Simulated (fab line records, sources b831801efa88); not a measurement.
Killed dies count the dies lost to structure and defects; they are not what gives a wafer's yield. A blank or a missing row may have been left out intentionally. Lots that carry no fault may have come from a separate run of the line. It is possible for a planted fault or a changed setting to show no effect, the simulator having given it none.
Which of the tools did it? || flow sky130 || 11 lots, 33 wafers sampled, at 1 step of a route of 708

WHAT THE GAUGES READ, wafer by wafer
SKY_LDD_HVN_OVL_MEAS_07.
{"lot": "L629", "measured": "day 21 15:49", "on": "overlay-02", "LDD_HVN_OVL (nm)": "1.7 1.3 1.1"}
{"lot": "L628", "measured": "day 21 17:35", "on": "overlay-01", "LDD_HVN_OVL (nm)": "1.2 0.0 2.9"}
{"lot": "L631", "measured": "day 22 15:44", "on": "overlay-02", "LDD_HVN_OVL (nm)": "-0.4 0.1 0.4"}
{"lot": "L632", "measured": "day 22 21:48", "on": "overlay-01", "LDD_HVN_OVL (nm)": "-1.6 -0.8 -2.5"}
{"lot": "L635", "measured": "day 24 11:26", "on": "overlay-02", "LDD_HVN_OVL (nm)": "3.8 1.5 3.7"}
{"lot": "L636", "measured": "day 24 17:58", "on": "overlay-02", "LDD_HVN_OVL (nm)": "3.3 1.4 2.0"}
{"lot": "L637", "measured": "day 25 03:12", "on": "overlay-01", "LDD_HVN_OVL (nm)": "-3.5 -2.5 0.1"}
{"lot": "L639", "measured": "day 25 22:44", "on": "overlay-01", "LDD_HVN_OVL (nm)": "-0.9 -1.4 0.1"}
{"lot": "L640", "measured": "day 26 04:44", "on": "overlay-01", "LDD_HVN_OVL (nm)": "0.4 -0.7 -0.9"}
{"lot": "L648", "measured": "day 28 18:05", "on": "overlay-01", "LDD_HVN_OVL (nm)": "0.9 -1.1 0.1"}
{"lot": "L649", "measured": "day 28 19:26", "on": "overlay-01", "LDD_HVN_OVL (nm)": "-3.2 0.7 -0.5"}

EACH LOT AND THE TOOL THAT RAN IT (in order: tool; ch and the chambers of the sampled wafers; start)
The record holds no process step before these readings.

THE ANSWER, worked out from the rows above alone
Rule: what is usual is taken from the lots themselves. Put in order of their means at a reading, lots are off if they are a third of the lots or fewer, leave a main group of 4 or more, and stand apart from it by a gap of 3 or more times the standard deviation of the main group's means; of several such gaps the widest counts. Not used: any main group whose means are identical at the precision the tables above print for the reading. A lot without any number at a reading at which 4 lots or more have one is off too. Any other lot the step has rows for is counted as sound.
Nothing can be told from this: no lot is off at any reading shown.

WHAT THE SIMULATOR PUT IN
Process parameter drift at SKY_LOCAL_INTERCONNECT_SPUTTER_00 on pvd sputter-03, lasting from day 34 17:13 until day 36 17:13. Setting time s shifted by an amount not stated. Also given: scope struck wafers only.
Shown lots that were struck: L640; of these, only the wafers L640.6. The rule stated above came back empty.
